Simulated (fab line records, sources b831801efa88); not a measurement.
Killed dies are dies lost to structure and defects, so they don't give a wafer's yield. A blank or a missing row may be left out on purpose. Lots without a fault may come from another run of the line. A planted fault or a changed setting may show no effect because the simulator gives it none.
Which tool did it? | flow gf180mcu | 13 lots, 39 wafers sampled, at 6 steps of a route of 602

WHAT THE GAUGES READ, wafer by wafer
GF_STI_THK_MEAS_02. Usual: STI_OXIDATION_THK 10.05 nm, standard deviation 0.19.
lot  | measured    | on            | STI_OXIDATION_THK (nm) | flag
L953 | day 1 11:32 | film_metro-03 | 9.57 9.48 9.64         |
L954 | day 1 16:31 | film_metro-03 | 9.92 10.00 9.86        |
L955 | day 1 21:31 | film_metro-01 | 9.89 10.30 10.23       |
L956 | day 2 02:32 | film_metro-03 | 9.88 10.00 9.79        |
L958 | day 2 14:37 | film_metro-01 | 10.15 10.15 10.22      |
L960 | day 2 22:32 | film_metro-03 | 10.11 10.15 10.13      |
L961 | day 3 03:32 | film_metro-04 | 9.96 9.95 9.85         |
L962 | day 3 09:02 | film_metro-03 | 10.13 10.10 10.22      |
L971 | day 5 05:56 | film_metro-04 | 9.85 9.67 9.93         |
L972 | day 5 10:41 | film_metro-03 | 10.39 10.26 10.37      |
L973 | day 5 15:31 | film_metro-03 | 10.17 10.15 10.18      |
L975 | day 6 02:17 | film_metro-01 | 9.75 9.97 9.92         |
L976 | day 6 06:31 | film_metro-01 | 10.25 10.15 10.22      |

GF_STI_CD_MEAS_12: target cd 220 nm. Usual: cd_nm 220.4 nm, standard deviation 1.8.
lot  | measured    | on        | cd_nm (nm)        | flag
L953 | day 2 01:21 | cd_sem-02 | 220.4 218.9 219.9 |
L954 | day 2 06:20 | cd_sem-01 | 223.1 222.4 223.7 |
L955 | day 2 11:46 | cd_sem-02 | 217.7 218.0 218.8 |
L956 | day 2 16:54 | cd_sem-02 | 221.0 220.0 220.4 |
L958 | day 3 05:41 | cd_sem-02 | 218.7 218.4 219.0 |
L960 | day 3 14:54 | cd_sem-01 | 217.6 218.1 219.0 |
L961 | day 3 19:44 | cd_sem-02 | 218.6 219.2 220.7 |
L962 | day 4 01:02 | cd_sem-01 | 220.2 219.4 219.6 |
L971 | day 5 22:14 | cd_sem-01 | 220.2 219.7 220.6 |
L972 | day 6 03:16 | cd_sem-01 | 221.9 221.6 222.1 |
L973 | day 6 07:49 | cd_sem-02 | 223.6 223.6 222.8 |
L975 | day 6 19:04 | cd_sem-01 | 220.3 220.5 220.4 |
L976 | day 6 23:58 | cd_sem-02 | 218.8 218.9 217.4 |

GF_NWELL_TW_MEAS_11. Usual: NWELL_TW 1559, standard deviation 20.
lot  | measured    | on            | NWELL_TW       | flag
L953 | day 3 06:26 | film_metro-01 | 1569 1568 1563 |
L954 | day 3 16:22 | film_metro-02 | 1535 1537 1551 |
L955 | day 3 21:10 | film_metro-02 | 1535 1546 1546 |
L956 | day 4 00:37 | film_metro-04 | 1595 1588 1609 |
L958 | day 4 14:22 | film_metro-01 | 1561 1554 1557 |
L960 | day 4 23:23 | film_metro-01 | 1556 1558 1563 |
L961 | day 5 03:59 | film_metro-01 | 1558 1555 1564 |
L962 | day 5 09:31 | film_metro-04 | 1600 1595 1605 |
L971 | day 7 10:02 | film_metro-04 | 1446 1445 1449 | OFF
L972 | day 7 15:28 | film_metro-02 | 1399 1404 1392 | OFF
L973 | day 7 20:48 | film_metro-02 | 1534 1543 1538 |
L975 | day 8 07:55 | film_metro-02 | 1555 1555 1561 |
L976 | day 8 12:43 | film_metro-01 | 1554 1557 1561 |

GF_MVPSD_OVL_MEAS_07. Usual: MVPSD_OVL -0.3 nm, standard deviation 1.3.
lot  | measured     | on         | MVPSD_OVL (nm) | flag
L953 | day 5 00:14  | overlay-02 | -2.3 -0.7 0.4  |
L954 | day 5 10:20  | overlay-02 | 1.1 -0.4 0.6   |
L955 | day 5 15:17  | overlay-02 | 1.1 0.6 1.5    |
L956 | day 5 18:42  | overlay-02 | -0.5 -3.0 -2.2 |
L958 | day 6 09:24  | overlay-02 | -1.2 0.4 -2.4  |
L960 | day 6 18:39  | overlay-02 | 1.7 0.2 0.1    |
L961 | day 7 00:50  | overlay-01 | 0.6 0.0 0.6    |
L962 | day 7 06:38  | overlay-02 | 0.4 0.5 -1.5   |
L971 | day 9 08:38  | overlay-01 | 0.4 0.4 0.4    |
L972 | day 9 15:53  | overlay-01 | -3.2 -4.0 -2.0 |
L973 | day 9 21:59  | overlay-02 | 0.7 -0.9 0.5   |
L975 | day 10 09:08 | overlay-02 | 0.8 1.0 -0.6   |
L976 | day 10 14:50 | overlay-01 | -0.5 -2.4 -0.2 |

GF_VT_IMPLANT_RS_MEAS_47: measures by four-point-probe. Usual: NWELL_RS 487.7 ohm/sq, standard deviation 1.2.
lot  | measured     | on            | NWELL_RS (ohm/sq) | flag
L953 | day 7 12:32  | film_metro-01 | 487.0 487.2 488.2 |
L954 | day 8 01:17  | film_metro-02 | 488.8 488.5 488.7 |
L955 | day 8 06:19  | film_metro-02 | 486.8 486.5 488.4 |
L956 | day 8 09:26  | film_metro-02 | 489.0 488.9 488.8 |
L958 | day 9 01:03  | film_metro-04 | 489.1 489.9 490.5 |
L960 | day 9 08:23  | film_metro-01 | 484.2 485.1 485.0 |
L961 | day 9 16:47  | film_metro-02 | 488.3 486.8 488.0 |
L962 | day 9 23:33  | film_metro-04 | 487.9 487.6 486.7 |
L971 | day 12 09:55 | film_metro-01 | 589.2 587.5 588.2 | OFF
L972 | day 12 18:43 | film_metro-04 | 587.4 587.6 586.6 | OFF
L973 | day 13 01:01 | film_metro-02 | 488.8 486.3 487.7 |
L975 | day 13 14:17 | film_metro-02 | 486.5 487.5 488.0 |
L976 | day 13 21:36 | film_metro-01 | 487.0 488.5 487.3 |

WHICH TOOL RAN EACH LOT (tool, then ch and the chambers of the sampled wafers, then the start)
lot  | GF_NWELL_IMPLANT_08
L953 | implanter-04 ch 0, day 3 06:04
L954 | implanter-01 ch 0, day 3 15:58
L955 | implanter-01 ch 0, day 3 20:46
L956 | implanter-01 ch 0, day 4 00:15
L958 | implanter-01 ch 0, day 4 14:00
L960 | implanter-02 ch 0, day 4 23:01
L961 | implanter-01 ch 0, day 5 03:37
L962 | implanter-02 ch 0, day 5 09:07
L971 | implanter-02 ch 0, day 7 09:38
L972 | implanter-02 ch 0, day 7 15:05
L973 | implanter-04 ch 0, day 7 20:25
L975 | implanter-01 ch 0, day 8 07:31
L976 | implanter-04 ch 0, day 8 12:19
- GF_NWELL_IMPLANT_08

WHAT THE TOOLS THEMSELVES READ (means of the sampled wafers that have a number; where no wafer has one, the mark that the record gives instead)
GF_NWELL_IMPLANT_08. Usual: end_station_pressure_torr 5.06e-06 Torr, standard deviation 2.6e-07; faraday_current_uA 84.3, standard deviation 1.7; tilt_deg -0.004 degrees, standard deviation 0.021.
lot  | tool         | end_station_pressure_torr (Torr) | faraday_current_uA | tilt_deg (degrees) | flag
L953 | implanter-04 | 5.18e-06                         | 84.3               | -0.004             |
L954 | implanter-01 | 4.96e-06                         | 84.6               | 0.012              |
L955 | implanter-01 | 5.16e-06                         | 84.7               | -0.025             |
L956 | implanter-01 | 5.00e-06                         | 83.9               | -0.007             |
L958 | implanter-01 | 4.96e-06                         | 84.7               | -0.020             |
L960 | implanter-02 | 5.04e-06                         | 85.4               | -0.011             |
L961 | implanter-01 | 4.91e-06                         | 83.7               | -0.010             |
L962 | implanter-02 | 5.03e-06                         | 83.9               | -0.014             |
L971 | implanter-02 | 4.95e-06                         | 84.7               | -0.017             |
L972 | implanter-02 | 5.10e-06                         | 84.3               | -0.008             |
L973 | implanter-04 | 5.33e-06                         | 82.1               | 0.001              |
L975 | implanter-01 | 4.94e-06                         | 84.5               | 0.033              |
L976 | implanter-04 | 5.16e-06                         | 84.3               | -0.022             |

THE ANSWER, worked out from the rows above alone
Rule: a lot is off if the mean of its wafers that have a number lies more than 3 standard deviations from the usual mean. A lot without any number at a reading at which 4 lots or more have one is off too. The other lots that the step has rows for count as sound. The gauges are gone through in route order, then the tools' own readings, and for those a lot's mean is taken as printed above. The first step at which some lot is off is used, and at that step the reading that is off furthest; a lot without a number counts as furthest.
Off: L971, L972, at GF_NWELL_TW_MEAS_11 (NWELL_TW).
A tool fits if, at a process step before that reading, it ran every lot that is off, and no sound lot after the first of them. The gauges at GF_NWELL_TW_MEAS_11 are tried like those tools. One fits: implanter-02 at GF_NWELL_IMPLANT_08. Its last sound lot is L962 (day 5 09:07), its first lot that is off L971 (day 7 09:38): a fault that began between those two fits.

WHAT THE SIMULATOR HAD PUT IN
Process parameter drift: implanter-02, from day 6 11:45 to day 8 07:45, at GF_NWELL_IMPLANT_08. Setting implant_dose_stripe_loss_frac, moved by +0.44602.
Lots struck among those shown: L971, L972. The rule above found the same.
